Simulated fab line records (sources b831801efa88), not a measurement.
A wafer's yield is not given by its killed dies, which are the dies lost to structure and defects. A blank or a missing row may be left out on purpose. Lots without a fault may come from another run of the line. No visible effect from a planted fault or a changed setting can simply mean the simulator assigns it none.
Problem report, 8D (eight disciplines) form, completed by code	flow sky130	the parts of the form that need people (team, actions taken, sign-off) are left out

## 1. PROBLEM STATEMENT
oes_product_au at SKY_SD_N_STRIP_11 reads a mean of 0.302 a.u. on 3 wafers of 1 lot; wafers without a fault read 0.528 a.u. with a standard deviation of 0.0049. That puts it -46 standard deviations away from the usual mean.
The step: strips in O2/N2.
Seen first at day 30 00:46 on plasma_asher-03, wafer L240.3. At this step, 36 wafers from 12 lots have a number in the record. Rule for "out", or "out of limits": more than 4 standard deviations from the usual mean. Any other wafer with a number is counted as sound.

## 2. WHAT IT IS, AND WHAT IT ISN'T
question	is	is not
which readings at this step	oes_product_au	drypump_motor_current_A
which lots	L240	L236, L238, L247, L248, L249, L250, L251, L252, L254, L257, L258
which wafers of those lots	all that have a number	-
read on which tools	plasma_asher-03	plasma_asher-01, plasma_asher-04
when	from day 30 00:46	up to then (6 sound wafers); but 27 sound wafers of L247, L248, L249, L250, L251, L252, L254, L257, L258 came after

## 3. THE SUSPECTS, EACH WITH WHAT RULES IT OUT
Counting: a tool stays on the suspect list if, at a process step up to the reading, it processed all lots that are out and no sound lot following the first of them.
- plasma_asher-03 at SKY_LDD_LDN_STRIP_12 (strips in O2/N2): ruled out as a lasting fault. Sound lots L247, L251, L250, L258 ran on it after its first lot that is out, L240 (day 25 03:30).
- rie_diel-04 at SKY_POLY_CUT_ETCH_10 (etches BARC in N2/H2, stops on SiO2, time 45.9 s, target depth 60 nm): ruled out as a lasting fault. Sound lots L247, L249, L254, L258 ran on it after its first lot that is out, L240 (day 26 11:01).
- plasma_asher-03 at SKY_SD_N_STRIP_11 (strips in O2/N2): ruled out as a lasting fault. Sound lots L247, L249, L252, L257 ran on it after its first lot that is out, L240 (day 30 00:46).
Left after counting: nothing in the record.

## 4. THE CAUSE (what the simulator had put in)
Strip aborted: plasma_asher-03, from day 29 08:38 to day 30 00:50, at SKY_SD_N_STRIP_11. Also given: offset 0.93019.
Counting ruled it out, wrongly.

## 5. THE CHAIN OF EFFECTS, in route order
Each row: a reading whose mean over the struck wafers that have a number lies more than 3 standard deviations from the usual. Scope: only readings with a usual standard deviation given in the record; hours: median across lots of the time from each lot's start at the first step in this table that gives one to its start at this step; sigmas: change in usual standard deviations.
hours	step	reading	usual	on struck wafers	change	sigmas
0	SKY_SD_N_STRIP_11	oes_product_au	0.528 a.u.	0.302	-0.226	-46
415	SKY_PAD_OPEN_PROBE_99	killed_at_front_end	14	424	+410	+95
415	SKY_PAD_OPEN_PROBE_99	killed_dies	84	492	+408	+43
415	SKY_PAD_OPEN_PROBE_99	killed_on_rim	16	96	+80	+20
Its process steps:
- SKY_SD_N_STRIP_11: strips in O2/N2.
- SKY_PAD_OPEN_PROBE_99
Readings that are blank on the struck wafers while sound wafers have them: strip_time_to_endpoint_s at SKY_SD_N_STRIP_11.

## 6. HOW IT WOULD HAVE BEEN CAUGHT EARLIER
In this record no reading fell out of limits until day 30 00:46, 16 hours after the fault had begun at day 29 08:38.
